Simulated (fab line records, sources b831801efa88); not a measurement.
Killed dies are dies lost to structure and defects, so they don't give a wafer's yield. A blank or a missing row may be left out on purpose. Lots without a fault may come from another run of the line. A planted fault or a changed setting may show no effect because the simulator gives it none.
Which tool did it? | flow sfq_line | 14 lots, 42 wafers sampled, at 5 steps of a route of 325

WHAT THE GAUGES READ, wafer by wafer
The record holds no reading of a measuring or inspecting step that can be judged against a usual standard deviation.

WHICH TOOL RAN EACH LOT (tool, then ch and the chambers of the sampled wafers, then the start)
lot  | SFQ_TRILAYER_M5_ETCH_METAL_ETCH_126 | SFQ_TRILAYER_M5_STRIP_STRIP_127   | SFQ_TRILAYER_R5_BARC_OPEN_METAL_ETCH_177 | SFQ_TRILAYER_A5C_DEP_PECVD_142  | SFQ_TRILAYER_C5_ETCH_VIA_ETCH_154
L631 | rie_metal-03 ch 0,1, day 55 23:09   | rie_metal-03 ch 0,1, day 55 23:21 | rie_metal-01 ch 0,1, day 62 18:35        | pecvd-04 ch 0,1,2, day 62 19:29 | rie_diel-03 ch 0,2,3, day 70 08:40
L634 | rie_metal-03 ch 0,1, day 57 16:05   | rie_metal-03 ch 0,1, day 57 16:16 | rie_metal-03 ch 0,1, day 64 05:31        | pecvd-04 ch 0,1,2, day 64 06:24 | rie_diel-04 ch 1,2, day 74 04:40
L636 | rie_metal-01 ch 0,1, day 58 12:29   | rie_metal-01 ch 0,1, day 58 12:40 | rie_metal-03 ch 1, day 64 19:55          | pecvd-02 ch 0,1,2, day 64 20:48 | rie_diel-04 ch 0,3, day 75 02:16
L637 | rie_metal-02 ch 0,1, day 58 22:05   | rie_metal-02 ch 0,1, day 58 22:16 | rie_metal-04 ch 0,1, day 65 03:07        | pecvd-04 ch 0,1, day 65 04:00   | rie_diel-04 ch 0,2,3, day 75 07:16
L642 | rie_metal-02 ch 0,1, day 60 11:26   | rie_metal-02 ch 0,1, day 60 11:38 | rie_metal-04 ch 0,1, day 66 17:31        | pecvd-03 ch 0,2, day 66 18:24   | rie_diel-03 ch 0,1,2, day 76 09:53
L644 | rie_metal-01 ch 0,1, day 60 22:12   | rie_metal-01 ch 0,1, day 60 22:24 | rie_metal-01 ch 0,1, day 67 04:19        | pecvd-02 ch 0,2, day 67 05:13   | rie_diel-02 ch 0,2,3, day 77 03:53
L646 | rie_metal-02 ch 0,1, day 61 18:31   | rie_metal-02 ch 0,1, day 61 18:43 | rie_metal-04 ch 0,1, day 67 16:19        | pecvd-03 ch 1,2, day 67 17:12   | rie_diel-03 ch 0,1,3, day 77 14:49
L647 | rie_metal-01 ch 0,1, day 61 22:07   | rie_metal-01 ch 0,1, day 61 22:19 | rie_metal-03 ch 0,1, day 67 20:18        | pecvd-04 ch 0,1, day 67 21:26   | rie_diel-02 ch 0,1, day 77 18:25
L648 | rie_metal-01 ch 0,1, day 62 11:44   | rie_metal-01 ch 0,1, day 62 11:55 | rie_metal-04 ch 0,1, day 68 07:55        | pecvd-04 ch 0,1,2, day 68 08:48 | rie_diel-03 ch 0,2, day 78 02:59
L649 | rie_metal-02 ch 0,1, day 62 18:59   | rie_metal-02 ch 0,1, day 62 19:10 | rie_metal-04 ch 0,1, day 68 15:33        | pecvd-03 ch 1,2, day 68 16:27   | rie_diel-02 ch 2,3, day 78 07:47
L650 | rie_metal-01 ch 1, day 69 00:08     | rie_metal-01 ch 1, day 69 00:40   | rie_metal-04 ch 0,1, day 69 08:49        | pecvd-02 ch 1,2, day 69 09:42   | rie_diel-04 ch 1,2, day 78 17:23
L651 | rie_metal-01 ch 1, day 69 07:20     | rie_metal-01 ch 1, day 69 07:52   | rie_metal-01 ch 0,1, day 69 16:28        | pecvd-03 ch 0,1,2, day 69 17:21 | rie_diel-04 ch 0,2, day 79 01:47
L652 | rie_metal-03 ch 0,1, day 69 18:02   | rie_metal-03 ch 0, day 69 18:18   | rie_metal-03 ch 0, day 70 02:50          | pecvd-04 ch 0,2, day 70 04:26   | rie_diel-03 ch 0,2,3, day 79 06:35
L653 | rie_metal-02 ch 1, day 70 11:09     | rie_metal-02 ch 1, day 70 11:32   | rie_metal-04 ch 0,1, day 70 19:53        | pecvd-04 ch 1,2, day 70 20:47   | rie_diel-04 ch 0,1,2, day 79 10:11
- SFQ_TRILAYER_M5_ETCH_METAL_ETCH_126: etches Nb in Cl2/BCl3, stops on SiO2, time 203.2 s, target depth 265 nm.
- SFQ_TRILAYER_M5_STRIP_STRIP_127: strips in O2.
- SFQ_TRILAYER_R5_BARC_OPEN_METAL_ETCH_177: etches BARC in O2, target depth 125 nm, time 41.7 s.
- SFQ_TRILAYER_A5C_DEP_PECVD_142: deposits SiO2 from SiH4/N2O, time 15.556 s, target thk 70 nm.
- SFQ_TRILAYER_C5_ETCH_VIA_ETCH_154: etches SiO2 in CHF3, stops on Nb, target depth 84 nm.

WHAT THE TOOLS THEMSELVES READ (means of the sampled wafers that have a number; where no wafer has one, the mark that the record gives instead)
SFQ_TRILAYER_M5_ETCH_METAL_ETCH_126.
lot  | tool         | chamber_pressure_mTorr (mTorr) | drypump_motor_current_A (A) | oes_product_au (a.u.) | rf_fwd_power_W (W)
L631 | rie_metal-03 | 10.007                         | 5.1                         | 0.724                 | 599.2
L634 | rie_metal-03 | 9.995                          | 5.1                         | 0.727                 | 597.6
L636 | rie_metal-01 | 9.999                          | 5.3                         | 0.723                 | 597.2
L637 | rie_metal-02 | 9.991                          | 5.1                         | 0.721                 | 595.6
L642 | rie_metal-02 | 9.998                          | 5.1                         | 0.729                 | 595.9
L644 | rie_metal-01 | 10.002                         | 5.5                         | 0.731                 | 596.8
L646 | rie_metal-02 | 9.994                          | 5.1                         | 0.722                 | 599.2
L647 | rie_metal-01 | 10.007                         | 5.5                         | 0.733                 | 597.9
L648 | rie_metal-01 | 9.997                          | 5.6                         | 0.729                 | 597.9
L649 | rie_metal-02 | 9.997                          | 5.1                         | 0.728                 | 600.3
L650 | rie_metal-01 | 10.010                         | 5.0                         | 0.728                 | 599.0
L651 | rie_metal-01 | 9.993                          | 5.0                         | 0.726                 | 599.2
L652 | rie_metal-03 | 9.997                          | 5.4                         | 0.733                 | 599.1
L653 | rie_metal-02 | 9.995                          | 4.8                         | 0.723                 | 596.9

SFQ_TRILAYER_M5_STRIP_STRIP_127.
lot  | tool         | chamber_pressure_mTorr (mTorr) | drypump_motor_current_A (A) | oes_product_au (a.u.)
L631 | rie_metal-03 | 50.00                          | 5.1                         | 0.997
L634 | rie_metal-03 | 49.99                          | 5.1                         | 1.000
L636 | rie_metal-01 | 50.02                          | 5.3                         | 0.999
L637 | rie_metal-02 | 50.00                          | 5.1                         | 0.993
L642 | rie_metal-02 | 50.02                          | 5.1                         | 0.997
L644 | rie_metal-01 | 49.96                          | 5.5                         | 0.989
L646 | rie_metal-02 | 50.01                          | 5.1                         | 0.997
L647 | rie_metal-01 | 49.99                          | 5.5                         | 0.984
L648 | rie_metal-01 | 49.99                          | 5.5                         | 1.004
L649 | rie_metal-02 | 50.04                          | 5.1                         | 0.987
L650 | rie_metal-01 | 50.00                          | 5.0                         | 0.998
L651 | rie_metal-01 | 49.94                          | 5.0                         | 0.998
L652 | rie_metal-03 | 49.98                          | 5.6                         | 1.002
L653 | rie_metal-02 | 49.97                          | 4.8                         | 0.977

SFQ_TRILAYER_R5_BARC_OPEN_METAL_ETCH_177.
lot  | tool         | chamber_pressure_mTorr (mTorr) | drypump_motor_current_A (A) | oes_product_au (a.u.) | rf_fwd_power_W (W)
L631 | rie_metal-01 | 9.998                          | 5.3                         | 0.687                 | 597.0
L634 | rie_metal-03 | 9.999                          | 5.1                         | 0.684                 | 591.4
L636 | rie_metal-03 | 10.002                         | 5.0                         | 0.685                 | 594.3
L637 | rie_metal-04 | 10.000                         | 5.4                         | 0.683                 | 594.4
L642 | rie_metal-04 | 10.003                         | 5.8                         | 0.687                 | 593.2
L644 | rie_metal-01 | 9.999                          | 5.3                         | 0.682                 | 595.0
L646 | rie_metal-04 | 9.991                          | 5.4                         | 0.683                 | 592.6
L647 | rie_metal-03 | 10.000                         | 5.1                         | 0.684                 | 593.9
L648 | rie_metal-04 | 10.000                         | 5.4                         | 0.689                 | 593.1
L649 | rie_metal-04 | 9.996                          | 5.8                         | 0.682                 | 590.5
L650 | rie_metal-04 | 9.998                          | 5.4                         | 0.686                 | 594.5
L651 | rie_metal-01 | 9.990                          | 5.3                         | 0.683                 | 593.3
L652 | rie_metal-03 | 9.990                          | 5.7                         | 0.684                 | 591.1
L653 | rie_metal-04 | 10.000                         | 5.4                         | 0.691                 | 591.2

SFQ_TRILAYER_A5C_DEP_PECVD_142.
lot  | tool     | heater_power_w (W) | rf_fwd_power_W (W) | susceptor_temp_C (C) | throttle_valve_pct (%)
L631 | pecvd-04 | 85                 | 180.1              | 149.92               | 25.7
L634 | pecvd-04 | 86                 | 181.0              | 150.05               | 25.7
L636 | pecvd-02 | 87                 | 179.8              | 150.05               | 22.4
L637 | pecvd-04 | 82                 | 180.5              | 149.87               | 25.7
L642 | pecvd-03 | 67                 | 179.1              | 150.01               | 26.0
L644 | pecvd-02 | 90                 | 179.4              | 149.96               | 22.9
L646 | pecvd-03 | 66                 | 179.5              | 150.05               | 26.2
L647 | pecvd-04 | 84                 | 180.4              | 149.92               | 25.5
L648 | pecvd-04 | 89                 | 180.1              | 150.06               | 25.7
L649 | pecvd-03 | 76                 | 179.2              | 150.25               | 26.1
L650 | pecvd-02 | 86                 | 179.3              | 150.13               | 22.4
L651 | pecvd-03 | 75                 | 179.6              | 150.18               | 25.7
L652 | pecvd-04 | 92                 | 180.1              | 149.89               | 27.1
L653 | pecvd-04 | 85                 | 179.9              | 150.02               | 24.3

SFQ_TRILAYER_C5_ETCH_VIA_ETCH_154.
lot  | tool        | chamber_pressure_mTorr (mTorr) | drypump_motor_current_A (A) | oes_product_au (a.u.) | rf_fwd_power_W (W)
L631 | rie_diel-03 | 29.985                         | 5.1                         | 0.894                 | 495.9
L634 | rie_diel-04 | 30.003                         | 5.5                         | 0.860                 | 495.0
L636 | rie_diel-04 | 30.012                         | 5.7                         | 0.895                 | 494.7
L637 | rie_diel-04 | 30.018                         | 5.6                         | 0.872                 | 495.7
L642 | rie_diel-03 | 29.996                         | 5.4                         | 0.886                 | 494.0
L644 | rie_diel-02 | 30.004                         | 6.0                         | 0.902                 | 496.4
L646 | rie_diel-03 | 29.996                         | 5.1                         | 0.902                 | 495.6
L647 | rie_diel-02 | 29.997                         | 5.5                         | 0.896                 | 496.9
L648 | rie_diel-03 | 30.021                         | 5.4                         | 0.896                 | 496.2
L649 | rie_diel-02 | 30.022                         | 5.9                         | 0.892                 | 493.9
L650 | rie_diel-04 | 30.011                         | 5.5                         | 0.898                 | 493.5
L651 | rie_diel-04 | 30.004                         | 5.5                         | 0.888                 | 494.2
L652 | rie_diel-03 | 29.979                         | 5.1                         | 0.890                 | 495.0
L653 | rie_diel-04 | 29.991                         | 5.6                         | 0.884                 | 496.5

THE ANSWER, worked out from the rows above alone
Rule: what is usual is taken from the lots themselves. Put in order of their means at a reading, lots are off if they are a third of the lots or fewer, leave a main group of 4 or more, and stand apart from it by a gap of 3 or more times the standard deviation of the main group's means; of several such gaps the widest counts. A main group whose means are all the same, to the digits that the tables above print for the reading, isn't used. A lot without any number at a reading at which 4 lots or more have one is off too. The other lots that the step has rows for count as sound. The gauges are gone through in route order, then the tools' own readings, and for those a lot's mean is taken as printed above. The first step at which some lot is off is used, and at that step the reading that is off furthest; a lot without a number counts as furthest.
No lot is off at any reading shown: from this, nothing can be told.

WHAT THE SIMULATOR HAD PUT IN
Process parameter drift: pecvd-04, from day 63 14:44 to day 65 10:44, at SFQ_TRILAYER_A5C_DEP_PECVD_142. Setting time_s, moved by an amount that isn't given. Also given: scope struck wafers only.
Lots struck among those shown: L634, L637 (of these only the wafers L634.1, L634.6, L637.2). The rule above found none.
